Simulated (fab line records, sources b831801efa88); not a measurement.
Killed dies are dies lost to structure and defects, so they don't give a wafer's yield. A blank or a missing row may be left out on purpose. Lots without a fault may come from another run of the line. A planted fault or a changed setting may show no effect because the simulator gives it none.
A struck lot beside a sound one | flow sky130 | 40 steps out of a route of 708
Sound: wafers L178.1, L178.4, L178.5. Struck: wafers L179.1, L179.2, L179.6. The cause comes at the end.
At each step with rows: each side's tool, then ch and its chambers, then its first start. Under that, the readings that differ: sound wafers | struck wafers | difference of the means | sigmas: that difference in standard deviations of wafers without a fault.
alike: readings whose means differ by less than 2 such deviations, and words and numbers that are the same on both sides. not compared: withheld readings, readings that some wafer has no value for, bounds like >300 that may hide the same value, and numbers for which the record gives no deviation and whose values overlap.
The two part at a step that has a row with sigmas, a row that says differs or no value, or rows on one side only. Numbers that don't overlap but have no deviation are shown without sigmas and don't part them. A reading that every wafer of one side lacks parts them only if that side has two wafers or more.

first, 5 steps without rows for these wafers: SKY_GATE_OXIDE_COAT_05 (resist thk 1140 nm); SKY_GATE_OXIDE_SOFTBAKE_06 (time 60 s); SKY_GATE_OXIDE_EXPOSE_07 (exposes mask LVOM, target cd 600 nm); SKY_GATE_OXIDE_PEB_08; SKY_GATE_OXIDE_DEVELOP_09 (develop time 60 s).
SKY_GATE_OXIDE_OVL_MEAS_10:
  sound on overlay-01, day 16 17:23; struck on overlay-02, day 17 03:08
  alike: GATE_OXIDE_OVL
then, 2 steps without rows for these wafers: SKY_GATE_OXIDE_IMPLANT_11; SKY_GATE_OXIDE_WET_ETCH_12 (etches SiO2 in dHF, target depth 16.8 nm, time 336 s).
SKY_GATE_OXIDE_STRIP_13: strips in O2/N2.
  sound on plasma_asher-04 ch 1, day 16 17:41; struck on plasma_asher-01 ch 0,1, day 17 03:26
  alike: drypump_motor_current_A, n2_flow_sccm, o2_flow_sccm, oes_product_au, strip_time_to_endpoint_s
  not compared: rf_hours_counter_h
SKY_GATE_OXIDE_TW_MEAS_14:
  sound on film_metro-02, day 16 17:47; struck on film_metro-03, day 17 03:32
  alike: GATE_OXIDE_TW
then, 2 steps without rows for these wafers: SKY_GATE_OXIDE_CLEAN_15 (cleans in SC1/SC2, time 150 s); SKY_GATE_OXIDE_OXIDATION_16 (stabilise 600 s, purge 300 s, target thk 3.57 nm).
SKY_POLY_GATE_CVD_00: deposits poly-Si, target thk 180 nm, time 720 s.
  sound on lpcvd-01 ch 0, day 16 22:26; struck on lpcvd-01 ch 1, day 17 05:30
  reading                                       | sound           | struck      | difference | sigmas
  zone_power_centre_pct (%)                     | 7.4 7.5 7.4     | 8.8 8.7 9.0 | +1.4       | +2
  model.poly-Si_of_POLY_GATE_CVD_00.thk_nm (nm) | 180.3 181 181.2 | 190 190 190 | +9         |
  alike: pressure_mtorr
SKY_POLY_GATE_THK_MEAS_01:
  sound on film_metro-02, day 16 23:38; struck on film_metro-02, day 17 06:56
  reading                   | sound             | struck            | difference | sigmas
  POLY_GATE_CVD_00_THK (nm) | 180.4 180.9 181.2 | 190.1 190.0 190.1 | +9.2       | +6
  not compared: hold
then, 7 steps without rows for these wafers: SKY_RES_PROTECT_HMDS_01 (prime time 60 s); SKY_RES_PROTECT_COAT_02 (resist thk 1140 nm); SKY_RES_PROTECT_SOFTBAKE_03 (time 60 s); SKY_RES_PROTECT_EXPOSE_04 (exposes mask RPM, target cd 1270 nm); SKY_RES_PROTECT_PEB_05; SKY_RES_PROTECT_DEVELOP_06 (develop time 60 s); SKY_POLY_GATE_IMPLANT_02.
SKY_RES_PROTECT_STRIP_07: strips in O2/N2.
  sound on plasma_asher-02 ch 0,1, day 18 04:49; struck on plasma_asher-02 ch 0,1, day 18 12:13
  alike: drypump_motor_current_A, n2_flow_sccm, o2_flow_sccm, oes_product_au, strip_time_to_endpoint_s
  not compared: rf_hours_counter_h
SKY_RES_PROTECT_TW_MEAS_08:
  sound on film_metro-03, day 18 04:55; struck on film_metro-02, day 18 12:19
  alike: POLY_GATE_TW
SKY_RES_PROTECT_CLEAN_09: cleans in SC1/SC2, time 150 s.
  sound on wet_bench-02 ch 3, day 18 04:58; struck on wet_bench-04 ch 3, day 18 12:22
  reading                                       | sound             | struck            | difference | sigmas
  model.poly-Si_of_POLY_GATE_CVD_00.thk_nm (nm) | 179.7 180.4 180.5 | 189.4 189.3 189.4 | +9.2       |
then, 1 step without rows for these wafers: SKY_POLY_GATE_CVD_03 (deposits Si3N4 from DCS/NH3, target thk 75 nm, time 1290 s).
SKY_POLY_GATE_THK_MEAS_04:
  sound on film_metro-02, day 18 07:17; struck on film_metro-01, day 18 14:28
  alike: POLY_GATE_CVD_03_THK
then, 8 steps without rows for these wafers: SKY_POLY_GATE_DEHYDRATE_05 (time 60 s); SKY_POLY_GATE_HMDS_06 (prime time 60 s); SKY_POLY_GATE_COAT_07 (resist thk 110 nm); SKY_POLY_GATE_COAT_08 (resist thk 450 nm); SKY_POLY_GATE_SOFTBAKE_09 (time 90 s); SKY_POLY_GATE_EXPOSE_10 (exposes mask P1M, target cd 150 nm); SKY_POLY_GATE_PEB_11; SKY_POLY_GATE_DEVELOP_12 (develop time 60 s).
SKY_POLY_GATE_CD_MEAS_13: target cd 150 nm.
  sound on cd_sem-01, day 19 13:47; struck on cd_sem-02, day 19 21:41
  reading    | sound             | struck            | difference | sigmas
  cd_nm (nm) | 151.3 152.4 152.4 | 148.8 148.7 147.0 | -3.9       | -2
SKY_POLY_GATE_OVL_MEAS_14:
  sound on overlay-01, day 19 13:55; struck on overlay-01, day 19 21:49
  alike: POLY_GATE_OVL
SKY_POLY_GATE_ETCH_15: etches BARC in N2/H2, stops on SiO2, time 118.5 s, target depth 110 nm.
  sound on rie_diel-04 ch 0,1,2, day 19 13:57; struck on rie_diel-04 ch 0,1, day 19 21:51
  alike: drypump_motor_current_A, n2_flow_sccm, oes_product_au, throttle_valve_pct
  not compared: rf_hours_counter_h
SKY_POLY_GATE_ETCH_16: etches Si3N4 in CH3F/O2, stops on poly-Si, time 147.5 s, target depth 75 nm.
  sound on rie_diel-04 ch 0,1,2, day 19 14:02; struck on rie_diel-04 ch 0,1, day 19 21:56
  alike: drypump_motor_current_A, oes_product_au, throttle_valve_pct
  not compared: rf_hours_counter_h
SKY_POLY_GATE_ETCH_17: etches poly-Si in HBr/Cl2, stops on SiO2, target depth 180 nm, time 70.5 s.
  sound on rie_si-01 ch 0,1,3, day 19 14:08; struck on rie_si-01 ch 0,2, day 19 22:02
  alike: drypump_motor_current_A, mfc_cl2_sccm, oes_product_au, throttle_valve_pct
  not compared: rf_hours_counter_h, model.POLY_GATE.feature_depth_nm, model.etch.depth_nm
SKY_POLY_GATE_STRIP_18: strips in O2/N2.
  sound on plasma_asher-01 ch 0,1, day 19 14:11; struck on plasma_asher-01 ch 0,1, day 19 22:05
  alike: drypump_motor_current_A, n2_flow_sccm, o2_flow_sccm, oes_product_au, strip_time_to_endpoint_s
  not compared: rf_hours_counter_h

WHERE THEY PART
First at SKY_POLY_GATE_CVD_00; last, within this record, at SKY_POLY_GATE_CD_MEAS_13. Later steps at which nothing parts them and some readings are alike: SKY_POLY_GATE_OVL_MEAS_14, SKY_POLY_GATE_ETCH_15, SKY_POLY_GATE_ETCH_16, SKY_POLY_GATE_ETCH_17, SKY_POLY_GATE_STRIP_18.

WHY: what the simulator had put in
Process parameter drift: lpcvd-01, from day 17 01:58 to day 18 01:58, at SKY_POLY_GATE_CVD_00. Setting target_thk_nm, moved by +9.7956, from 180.
